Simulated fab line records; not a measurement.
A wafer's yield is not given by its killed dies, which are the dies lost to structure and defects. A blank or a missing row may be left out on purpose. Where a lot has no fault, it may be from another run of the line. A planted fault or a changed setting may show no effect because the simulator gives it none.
The tool behind it: which one? | flow gf180mcu | 30 wafers from 10 lots sampled at 4 of the route's 602 steps

== WHAT THE GAUGES READ, wafer by wafer ==
GF_PSD_TW_MEAS_11.
lot  | measured     | on            | PSD_TW
L999 | day 14 14:22 | film metro-01 | 3161 3166 3181
L101 | day 15 06:00 | film metro-01 | 3169 3185 3193
L103 | day 16 02:37 | film metro-01 | 3190 3179 3185
L108 | day 17 20:13 | film metro-04 | 3207 3204 3226
L111 | day 19 00:05 | film metro-04 | 3069 3083 3076 3071 3076 3075
L112 | day 19 03:41 | film metro-04 | 3088 3088 3060 3066 3070 3085
L113 | day 19 16:06 | film metro-03 | 3158 3168 3175
L114 | day 19 22:33 | film metro-03 | 3152 3151 3165
L119 | day 21 15:25 | film metro-01 | 3176 3191 3189
L120 | day 21 19:19 | film metro-01 | 3192 3179 3175

== WHICH TOOL RAN EACH LOT (tool, then ch and the chambers of the sampled wafers, then the start) ==
lot  | GF_MVSD_STRIP_10                    | GF_PSD_IMPLANT_09               | GF_PSD_STRIP_10
L999 | plasma asher-04 ch 0,1, day 4 18:19 | implanter-02 ch 0, day 14 14:07 | plasma asher-03 ch 0,1, day 14 14:16
L101 | plasma asher-02 ch 0,1, day 5 03:23 | implanter-02 ch 0, day 15 05:45 | plasma asher-01 ch 0,1, day 15 05:54
L103 | plasma asher-02 ch 0,1, day 5 17:12 | implanter-01 ch 0, day 16 02:23 | plasma asher-03 ch 0,1, day 16 02:30
L108 | plasma asher-03 ch 0,1, day 6 20:33 | implanter-02 ch 0, day 17 19:58 | plasma asher-02 ch 0,1, day 17 20:07
L111 | plasma asher-03 ch 0,1, day 7 16:14 | implanter-02 ch 0, day 18 23:52 | plasma asher-02 ch 0,1, day 18 23:59
L112 | plasma asher-02 ch 0,1, day 7 21:11 | implanter-02 ch 0, day 19 03:26 | plasma asher-01 ch 0,1, day 19 03:34
L113 | plasma asher-03 ch 0, day 8 03:14   | implanter-04 ch 0, day 19 15:51 | plasma asher-01 ch 0,1, day 19 16:00
L114 | plasma asher-02 ch 0,1, day 8 07:06 | implanter-04 ch 0, day 19 22:18 | plasma asher-01 ch 0,1, day 19 22:27
L119 | plasma asher-02 ch 0,1, day 9 12:36 | implanter-01 ch 0, day 21 15:09 | plasma asher-01 ch 0,1, day 21 15:18
L120 | plasma asher-03 ch 0,1, day 9 16:35 | implanter-01 ch 0, day 21 19:04 | plasma asher-01 ch 0,1, day 21 19:12
- GF_MVSD_STRIP_10: strips in O2/N2.
- GF_PSD_IMPLANT_09
- GF_PSD_STRIP_10: strips in O2/N2.

== THE ANSWER, worked out from the rows above alone ==
Rule: usual is defined by the lots themselves. Put in order of their means at a reading, lots are off if they are a third of the lots or fewer, leave a main group of 4 or more, and stand apart from it by a gap of 3 or more times the standard deviation of the main group's means; of several such gaps the widest counts. A main group is skipped when, at the precision printed for the reading in the tables above, its means are all equal. Also off: a lot with no number at a reading for which 4 or more lots have one. Any other lot the step has rows for is counted as sound.
Off: L111, L112, at GF_PSD_TW_MEAS_11 (PSD_TW). Main group: mean 3180, sd 16.
A tool fits if, at a process step before that reading, it ran every lot that is off, and no sound lot after the first of them. The gauges at GF_PSD_TW_MEAS_11 are tried like those tools. This does not decide it: 2 tools fit, namely implanter-02 at GF_PSD_IMPLANT_09 and film metro-04 at GF_PSD_TW_MEAS_11.

== WHAT THE SIMULATOR HAD PUT IN ==
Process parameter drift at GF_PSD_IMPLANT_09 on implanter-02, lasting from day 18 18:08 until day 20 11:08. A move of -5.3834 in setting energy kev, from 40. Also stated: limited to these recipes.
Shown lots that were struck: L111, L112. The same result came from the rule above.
